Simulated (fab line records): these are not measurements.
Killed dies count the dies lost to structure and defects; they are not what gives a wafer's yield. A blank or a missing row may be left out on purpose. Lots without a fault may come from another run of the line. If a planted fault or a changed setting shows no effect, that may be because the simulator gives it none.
A lot that was struck, set against a sound lot || flow sky130 || 40 out of 708 route steps
Sound: wafers L675.4, L675.5, L675.6. Wafers L676.3, L676.4, L676.6 were the ones struck. The cause is named last.
For every step that has rows: the tool of each side, followed by ch and its chambers, followed by its first start. Under that, the readings that differ: sound wafers || struck wafers || difference of the means || sigmas: that difference in standard deviations of wafers without a fault.
alike: a reading whose means differ by less than 2 such deviations, as well as words and numbers matching on both sides. not compared: withheld readings; readings where some wafer has no value; bounds like >300 that might hide an equal value; numbers whose values overlap and for which the record gives no deviation.
The two part at a step that has a row with sigmas, a row that says differs or no value, or rows on one side only. Numbers that don't overlap but have no deviation are shown without sigmas and don't part them. Lack of a reading on every wafer of one side parts them only where that side has two or more wafers.

first, 3 steps without rows for these wafers: SKY_VIA2_STRIP_17 (strips in post etch residue remover, time 1200 s); SKY_VIA2_CLEAN_18 (cleans in IPA, time 180 s); SKY_VIA2_CLEAN_19 (cleans in O3/DIW).
SKY_VIA2_SPUTTER_20: material TiN, target thk 20 nm, time 80 s.
  sound on pvdSputter-02 at day 38 06:43; struck on pvdSputter-04 at day 38 12:41
  alike: cathodeDcPowerW, chamberPressurePa, throttleValvePct
then, 1 step without rows for these wafers: SKY_VIA2_CVD_21 (deposits W, target thk 420 nm, time 126.4 s).
SKY_VIA2_RS_MEAS_22: uses a four-point probe to measure.
  sound on filmMetro-02 at day 38 06:58; struck on filmMetro-04 at day 38 12:55
  alike: VIA2_W_RS
SKY_VIA2_THK_MEAS_23: measures by xrf.
  sound on filmMetro-02 at day 38 07:03; struck on filmMetro-04 at day 38 13:01
{"reading": "VIA2_W_THK (nm)", "sound": "384 381 387", "struck": "397 394 395", "difference": "+11", "sigmas": "+2"}
SKY_VIA2_CMP_24: polishes, stops on SiO2, t overpolish 20 s, target thk 0 nm.
  sound on cmp-01 ch 2,3, day 38 07:05; struck on cmp-02 ch 0,1,3, day 38 13:03
  alike: headPressurePsi, motorCurrentA, overpolishRunS, timeToEndpointS
SKY_METAL3_SPUTTER_00: material Ti, target thk 15 nm, time 10 s.
  sound on pvdSputter-03 at day 38 07:23; struck on pvdSputter-04 at day 38 13:21
  alike: cathodeDcPowerW, chamberPressurePa, throttleValvePct
then, 2 steps without rows for these wafers: SKY_METAL3_SPUTTER_01 (material TiN, target thk 20 nm, time 16.7 s); SKY_METAL3_SPUTTER_02 (material AlCu, target thk 735 nm, time 39.1 s).
SKY_METAL3_SPUTTER_03: material Ti, target thk 5 nm, time 3.3 s.
  sound on pvdSputter-03 at day 38 07:28; struck on pvdSputter-04 at day 38 13:26
  alike: cathodeDcPowerW, chamberPressurePa, throttleValvePct
SKY_METAL3_SPUTTER_04: material TiN, target thk 70 nm, time 58.3 s.
  sound on pvdSputter-03 at day 38 07:29; struck on pvdSputter-04 at day 38 13:27
  no value came back on the struck wafers for cathodeDcPowerW (W), chamberPressurePa (Pa), throttleValvePct (%); on the sound wafers cathodeDcPowerW (W) reads 6500.6 6498.0 6500.5
then, 9 steps without rows for these wafers: SKY_CAPM_CVD_00 (deposits SiO2, target thk 15.5 nm); SKY_CAPM_SPUTTER_02 (material TiN, target thk 200 nm, time 166.7 s); SKY_CAPM_DEHYDRATE_05 (time 60 s); SKY_CAPM_HMDS_06 (prime time 60 s); SKY_CAPM_COAT_07 (resist thk 1160 nm); SKY_CAPM_SOFTBAKE_08 (time 60 s); SKY_CAPM_EXPOSE_09 (exposes mask CAPM, target cd 1000 nm); SKY_CAPM_PEB_10; SKY_CAPM_DEVELOP_11 (develop time 60 s).
SKY_CAPM_OVL_MEAS_12:
  sound on overlay-02 at day 39 08:03; struck on overlay-01 at day 39 13:48
  alike: CAPM_OVL
then, 13 steps without rows for these wafers: SKY_CAPM_METAL_ETCH_13 (etches TiN in Cl2/BCl3, stops on SiO2, target depth 220 nm, time 62.9 s); SKY_CAPM_STRIP_14 (strips in O2/N2); SKY_CAPM_STRIP_15 (strips in post etch residue remover, time 1200 s); SKY_CAPM_CLEAN_16 (cleans in IPA, time 180 s); SKY_CAPM_CLEAN_17 (cleans in O3/DIW); SKY_METAL3_DEHYDRATE_05 (time 60 s); SKY_METAL3_HMDS_06 (prime time 60 s); SKY_METAL3_COAT_07 (resist thk 60 nm); SKY_METAL3_COAT_08 (resist thk 1140 nm); SKY_METAL3_SOFTBAKE_09 (time 90 s); SKY_METAL3_EXPOSE_10 (exposes mask MM3, target cd 300 nm); SKY_METAL3_PEB_11; SKY_METAL3_DEVELOP_12 (develop time 60 s).
SKY_METAL3_CD_MEAS_13 targets a cd of 300 nm.
  sound on cdSem-01 at day 40 09:12; struck on cdSem-01 at day 40 14:38
  alike: cdNm
SKY_METAL3_OVL_MEAS_14:
  sound on overlay-02 at day 40 09:17; struck on overlay-01 at day 40 14:43
{"reading": "METAL3_OVL (nm)", "sound": "2 2 1", "struck": "-10 -17 -5", "difference": -12, "sigmas": -3}
SKY_METAL3_DESCUM_15: chemistry O2, time 8 s.
  sound on rieMetal-04 ch 0,1, day 40 09:19; struck on rieMetal-01 ch 0,1, day 40 14:46
  alike: drypumpMotorCurrentA, oesProductAu, rfFwdPowerW
  not compared: rfHoursCounterH
SKY_METAL3_METAL_ETCH_18: etches the open film in Cl2/BCl3, stops on SiO2, target depth 845 nm, time 183.1 s.
  sound on rieMetal-03 ch 0,1, day 40 09:30; struck on rieMetal-03 ch 0,1, day 40 14:57
{"reading": "oesProductAu (a.u.)", "sound": "0.868 0.873 0.868", "struck": "0.835 0.835 0.834", "difference": -0.035, "sigmas": -6}
  alike: biasW, drypumpMotorCurrentA, rfFwdPowerW, throttleValvePct
  not compared: rfHoursCounterH

WHERE THEY PART
Earliest at SKY_VIA2_THK_MEAS_23; latest, in this record, at SKY_METAL3_METAL_ETCH_18.

WHY: the cause the simulator had injected
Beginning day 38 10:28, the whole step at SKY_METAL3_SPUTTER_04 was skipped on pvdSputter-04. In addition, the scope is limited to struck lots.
